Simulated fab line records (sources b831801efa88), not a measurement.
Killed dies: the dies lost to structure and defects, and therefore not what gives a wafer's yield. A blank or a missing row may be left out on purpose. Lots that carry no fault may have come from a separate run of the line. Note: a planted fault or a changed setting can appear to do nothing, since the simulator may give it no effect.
Matching of chambers | flow gf180mcu | GF_V3_ETCH_16 on rie diel-01 has 4 sister chambers
The step etches BARC in N2/H2. 8 wafers are shown with their chamber, then 7 later ones without.

WAFERS WITH THEIR CHAMBER
wafer  | chamber | drypump motor current A (A) | rf fwd power W (W)
L077.3 | 2       | 5.8                         | 496.1
L078.1 | 3       | 5.6                         | 494.7
L079.5 | 3       | 5.6                         | 496.0
L083.2 | 0       | 5.5                         | 497.1
L083.3 | 2       | 5.9                         | 492.9
L083.4 | 1       | 6.5                         | 497.3
L084.1 | 1       | 6.5                         | 497.7
L084.2 | 0       | 5.4                         | 495.6

WAFERS MISSING THEIR CHAMBER
wafer  | drypump motor current A (A) | rf fwd power W (W)
L084.4 | 5.6                         | 496.4
L089.3 | 5.8                         | 497.9
L089.5 | 5.4                         | 493.3
L089.6 | 5.6                         | 498.4
L096.2 | 5.9                         | 499.0
L096.3 | 5.4                         | 493.8
L096.5 | 5.6                         | 494.3

EACH ONE'S CHAMBER
wafer  | from the rows above     | in truth
L084.4 | 3                       | 3
L089.3 | can't be placed: 2 or 3 | 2
L089.5 | can't be placed: 0 or 3 | 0
L089.6 | can't be placed: 3 or 0 | 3
L096.2 | 2                       | 2
L096.3 | 0                       | 0
L096.5 | 3                       | 3
Correctly placed: 4 of 7. Cannot be placed on the basis of these rows: 3; the candidates contain the true chamber in 3. Number placed wrongly: 0.
How it was worked out, from the rows above alone: a wafer's distance from a chamber is the root of the sum, over the readings, of the square of ((its reading less the chamber's mean) divided by the reading's scatter). If the next closest chamber is less than 2 further off than the closest, the wafer can't be placed; otherwise it belongs to the closest. A chamber's mean is the mean of its shown wafers. The scatter is the square root of a quotient: the sum, over the shown wafers, of each reading's squared deviation from its chamber's mean, divided by wafers minus chambers.
